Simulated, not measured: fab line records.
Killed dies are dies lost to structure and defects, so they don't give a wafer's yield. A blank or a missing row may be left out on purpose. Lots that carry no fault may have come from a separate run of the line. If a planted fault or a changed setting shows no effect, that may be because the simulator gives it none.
Matching of chambers ; flow sky130 ; 4 sister chambers for SKY_VIA2_ETCH_14 on rie-diel-01
The step etches BARC in N2/H2, stops on SiO2, time 45.9 s, target depth 60 nm. 18 wafers are shown with their chamber, then 9 later ones without.

## EACH WAFER AND ITS CHAMBER
wafer;chamber;drypump-motor-current-A (A);oes-product-au (a.u.);throttle-valve-pct (%)
L076.1;0;5.7;0.861;13.228
L076.3;3;5.8;0.855;13.241
L076.4;2;6.5;0.848;13.237
L079.3;2;6.5;0.856;13.210
L079.4;0;5.7;0.855;13.217
L079.5;1;5.7;0.858;13.211
L081.2;2;6.6;0.853;13.230
L081.5;1;5.7;0.856;13.248
L081.6;0;5.7;0.858;13.219
L082.2;2;6.5;0.846;13.213
L082.3;0;5.7;0.852;13.199
L082.6;1;5.7;0.847;13.227
L085.1;1;5.7;0.854;13.236
L085.2;0;5.7;0.861;13.229
L085.5;0;5.7;0.851;13.225
L087.1;1;5.7;0.856;13.216
L087.2;0;5.7;0.860;13.216
L087.3;3;5.8;0.857;13.230

SIGNATURES (means of the wafers above)
reading;chamber 0;chamber 1;chamber 2;chamber 3;scatter within a chamber
drypump-motor-current-A;5.700;5.700;6.525;5.800;0.0231
oes-product-au;0.85686;0.85420;0.85075;0.85600;0.00418
throttle-valve-pct;13.21900;13.22760;13.22250;13.23550;0.0122
Rule: distance of a wafer from a chamber = root of the sum over the readings of ((wafer's reading minus chamber's mean) / reading's scatter) squared. If the next closest chamber is less than 2 further off than the closest, the wafer can't be placed; otherwise it belongs to the closest. The scatter is the square root of a quotient: the sum, over the shown wafers, of each reading's squared deviation from its chamber's mean, divided by wafers minus chambers.

## WAFERS WITHOUT THEIR CHAMBER
wafer;drypump-motor-current-A (A);oes-product-au (a.u.);throttle-valve-pct (%)
L088.1;5.7;0.849;13.210
L088.4;5.7;0.850;13.229
L088.5;5.6;0.853;13.229
L093.2;5.8;0.858;13.231
L093.3;5.7;0.849;13.225
L093.4;6.6;0.857;13.235
L096.2;5.7;0.852;13.231
L096.5;6.5;0.850;13.232
L096.6;5.7;0.852;13.232

## WHICH CHAMBER EACH WENT THROUGH
wafer;from the rows above;in truth
L088.1;can't be placed: 1 or 0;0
L088.4;can't be placed: 1 or 0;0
L088.5;can't be placed: 1 or 0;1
L093.2;3;3
L093.3;can't be placed: 1 or 0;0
L093.4;2;2
L096.2;can't be placed: 1 or 0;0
L096.5;2;2
L096.6;can't be placed: 1 or 0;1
Placed correctly: 3 of 9. From these rows, 6 cannot be placed; in 6 the true chamber is one of the candidates. Placed wrongly: 0.
